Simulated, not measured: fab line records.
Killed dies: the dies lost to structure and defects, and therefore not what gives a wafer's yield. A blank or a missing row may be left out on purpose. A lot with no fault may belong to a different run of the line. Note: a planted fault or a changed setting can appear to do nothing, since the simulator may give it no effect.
Chamber matching -- flow gf180mcu -- rie-diel-02 running GF_V4_ETCH_16: 4 sister chambers
The step etches BARC in N2/H2. 8 wafers are shown with their chamber, then 9 later ones without.

WAFERS PAIRED WITH THEIR CHAMBERS
wafer,chamber,oes-product-au (a.u.),throttle-valve-pct (%)
L078.2,1,0.858,13.223
L080.5,0,0.852,13.222
L081.3,1,0.858,13.229
L083.1,3,0.861,13.210
L083.5,2,0.853,13.219
L088.1,3,0.856,13.212
L088.4,2,0.856,13.213
L088.6,0,0.857,13.210

WAFERS WHOSE CHAMBER IS MISSING
wafer,oes-product-au (a.u.),throttle-valve-pct (%)
L090.1,0.854,13.219
L090.3,0.857,13.224
L090.4,0.857,13.233
L094.1,0.856,13.225
L094.3,0.853,13.230
L094.5,0.848,13.242
L096.2,0.862,13.236
L096.5,0.861,13.212
L096.6,0.856,13.217

WHICH CHAMBER EACH ONE RAN IN
wafer,from the rows above,in truth
L090.1,can't be placed: 0 or 2 or 1 or 3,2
L090.3,can't be placed: 1 or 0 or 2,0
L090.4,can't be placed: 1 or 0 or 2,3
L094.1,can't be placed: 1 or 0 or 2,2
L094.3,can't be placed: 1 or 0 or 2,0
L094.5,can't be placed: 1 or 0 or 2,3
L096.2,1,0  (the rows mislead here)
L096.5,can't be placed: 3 or 2 or 0 or 1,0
L096.6,can't be placed: 0 or 2 or 3 or 1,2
0 of 9 placed correctly. These rows do not allow placing 8 (true chamber among the candidates in 6). Placed wrongly: 1.
How it was worked out, from the rows above alone: a wafer's distance from a chamber is the root of the sum, over the readings, of the square of ((its reading less the chamber's mean) divided by the reading's scatter). If the next closest chamber is less than 2 further off than the closest, the wafer can't be placed; otherwise it belongs to the closest. A chamber's mean is the mean of its shown wafers. The scatter: take each reading less its chamber's mean, square it, sum over the shown wafers, divide by the number of wafers less the number of chambers, and take the root.
